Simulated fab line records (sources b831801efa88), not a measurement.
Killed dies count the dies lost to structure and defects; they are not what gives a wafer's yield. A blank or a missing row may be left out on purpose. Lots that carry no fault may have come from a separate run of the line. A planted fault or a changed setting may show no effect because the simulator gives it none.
Struck lot and sound lot, side by side -- flow sky130 -- 20 steps out of a route of 708
Sound: the wafers L402.3, L402.4, L402.6. Wafers struck: L406.1, L406.5, L406.6. At the end, the cause is stated.
Per side, at each step with rows, come the tool, then ch with its chambers, and then its first start. Under that, the readings that differ: sound wafers -- struck wafers -- difference of the means -- sigmas: that difference in standard deviations of wafers without a fault.
alike: words and numbers the same on both sides, and readings whose means are apart by under 2 such deviations; not compared: readings that were withheld, readings missing a value for some wafer, numbers with overlapping values and no deviation given by the record, and bounds like >300 which may hide the same value.
Wherever a step has rows on one side only, a row that says differs or no value, or a row with sigmas, the two part there. Numbers that have no deviation but don't overlap get no sigmas and don't part them. Lack of a reading on every wafer of one side parts them only where that side has two or more wafers.

SKY_LDD_HVP_OVL_MEAS_07:
  sound on overlay-01 at day 21 14:39; struck on overlay-02 at day 23 09:25
  alike: LDD_HVP_OVL
following that, these wafers have no rows for 1 step: SKY_LDD_HVP_IMPLANT_08.
SKY_LDD_HVP_STRIP_09: strips in O2/N2.
  sound on plasma_asher-02 ch 0,1, day 21 14:52; struck on plasma_asher-03 ch 0,1, day 23 09:36
  alike: chamber_pressure_mTorr, drypump_motor_current_A, oes_product_au, strip_time_to_endpoint_s
  not compared: rf_hours_counter_h
SKY_LDD_HVP_TW_MEAS_10:
  sound on film_metro-01 at day 21 14:57; struck on film_metro-01 at day 23 09:42
  alike: LDD_HVP_TW
then, 7 steps without rows for these wafers: SKY_LDD_LDN_DEHYDRATE_00 (time 60 s); SKY_LDD_LDN_HMDS_01 (prime time 60 s); SKY_LDD_LDN_COAT_02 (resist thk 1140 nm); SKY_LDD_LDN_SOFTBAKE_03 (time 60 s); SKY_LDD_LDN_EXPOSE_04 (exposes mask LDNTM, target cd 700 nm); SKY_LDD_LDN_PEB_05; SKY_LDD_LDN_DEVELOP_06 (develop time 60 s).
SKY_LDD_LDN_OVL_MEAS_07:
  sound on overlay-01 at day 22 20:14; struck on overlay-02 at day 24 15:40
  alike: LDD_LDN_OVL
SKY_LDD_LDN_IMPLANT_08:
  sound on implanter-02 ch 0, day 22 20:18; struck on implanter-01 ch 0, day 24 16:01
  alike: dose_ions_cm2
then, 3 steps without rows for these wafers: SKY_LDD_LDN_IMPLANT_09; SKY_LDD_LDN_IMPLANT_10; SKY_LDD_LDN_IMPLANT_11.
SKY_LDD_LDN_STRIP_12: strips in O2/N2.
  sound on plasma_asher-02 ch 0,1, day 22 20:53; struck on plasma_asher-03 ch 0,1, day 24 16:37
reading,sound,struck,difference,sigmas
strip_time_to_endpoint_s (s),14.14 14.12 14.13,14.20 14.22 14.26,+0.10,+2
  alike: chamber_pressure_mTorr, drypump_motor_current_A, oes_product_au
  not compared: rf_hours_counter_h
SKY_LDD_LDN_TW_MEAS_13:
  sound on film_metro-04 at day 22 20:58; struck on film_metro-03 at day 24 16:43
reading,sound,struck,difference,sigmas
LDD_LDN_TW,1490 1483 1493,1590 1583 1602,+103,+7
then, 1 step without rows for these wafers: SKY_LDD_LDN_CLEAN_14 (cleans in SC1/SC2, time 150 s).
-- here the record skips 22 days between the struck wafers' starts before and after, leaving off in module LDD_LDN and picking up in module PAD_OPEN (first step shown: number 708 of the route) --
SKY_PAD_OPEN_PROBE_99:
  sound on prober-02 at day 45 14:26; struck on prober-01 at day 46 17:13
reading,sound,struck,difference,sigmas
model.etest.tip_sonos.rs_ohm_sq,2720 2728 2724,2344 2373 2406,-350,
  alike: killed_at_M0_to_M3, killed_at_M4_up, killed_at_contacts, killed_at_front_end, killed_at_other, killed_dies, killed_open, killed_short

== WHERE THEY PART ==
At SKY_LDD_LDN_STRIP_12 first; at SKY_LDD_LDN_TW_MEAS_13 last (within this record only). Later steps at which nothing parts them and some readings are alike: SKY_PAD_OPEN_PROBE_99.

WHY: whatever the simulator had introduced
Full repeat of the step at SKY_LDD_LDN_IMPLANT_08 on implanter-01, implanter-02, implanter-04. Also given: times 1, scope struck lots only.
